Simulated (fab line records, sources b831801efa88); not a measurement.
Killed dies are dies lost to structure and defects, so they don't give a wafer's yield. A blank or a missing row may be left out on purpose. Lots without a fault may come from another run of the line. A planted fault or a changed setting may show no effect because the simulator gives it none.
Chamber matching | flow gf180mcu | GF_CONTACT_CVD_02 on pecvd-04: 3 sister chambers
The step deposits SiO2 from TEOS, target thk 860 nm, time 95.992 s. 14 wafers are shown with their chamber, then 7 later ones without.

WAFERS WITH THEIR CHAMBER
wafer  | chamber | heater_power_w (W)
L612.2 | 2       | 612
L612.3 | 1       | 731
L612.5 | 2       | 530
L616.1 | 2       | 620
L616.3 | 1       | 728
L616.6 | 0       | 683
L617.4 | 1       | 674
L617.5 | 0       | 695
L617.6 | 2       | 478
L619.1 | 2       | 548
L619.2 | 0       | 704
L619.3 | 1       | 689
L625.1 | 0       | 611
L625.5 | 2       | 482

SIGNATURES (means of the wafers above)
reading        | chamber 0 | chamber 1 | chamber 2 | scatter within a chamber
heater_power_w | 673.25    | 705.50    | 545.00    | 49.2
Rule: a wafer's distance from a chamber is the root of the sum, over the readings, of the square of ((its reading less the chamber's mean) divided by the reading's scatter). The wafer belongs to the nearest chamber; if the next one is less than 2 further off, it can't be placed. The scatter: the root of (the sum of the squares of (reading less its chamber's mean) over the shown wafers, divided by (wafers less chambers)).

WAFERS WITHOUT THEIR CHAMBER
wafer  | heater_power_w (W)
L625.6 | 666
L629.1 | 521
L629.2 | 556
L629.4 | 620
L631.2 | 617
L631.3 | 566
L631.6 | 578

WHICH CHAMBER EACH WENT THROUGH
wafer  | from the rows above          | in truth
L625.6 | can't be placed: 0 or 1      | 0
L629.1 | 2                            | 2
L629.2 | 2                            | 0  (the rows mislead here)
L629.4 | can't be placed: 0 or 2 or 1 | 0
L631.2 | can't be placed: 0 or 2 or 1 | 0
L631.3 | can't be placed: 2 or 0      | 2
L631.6 | can't be placed: 2 or 0 or 1 | 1
Placed correctly: 1 of 7. Can't be placed from these rows: 5 (the true chamber is among the candidates in 5). Placed wrongly: 1.
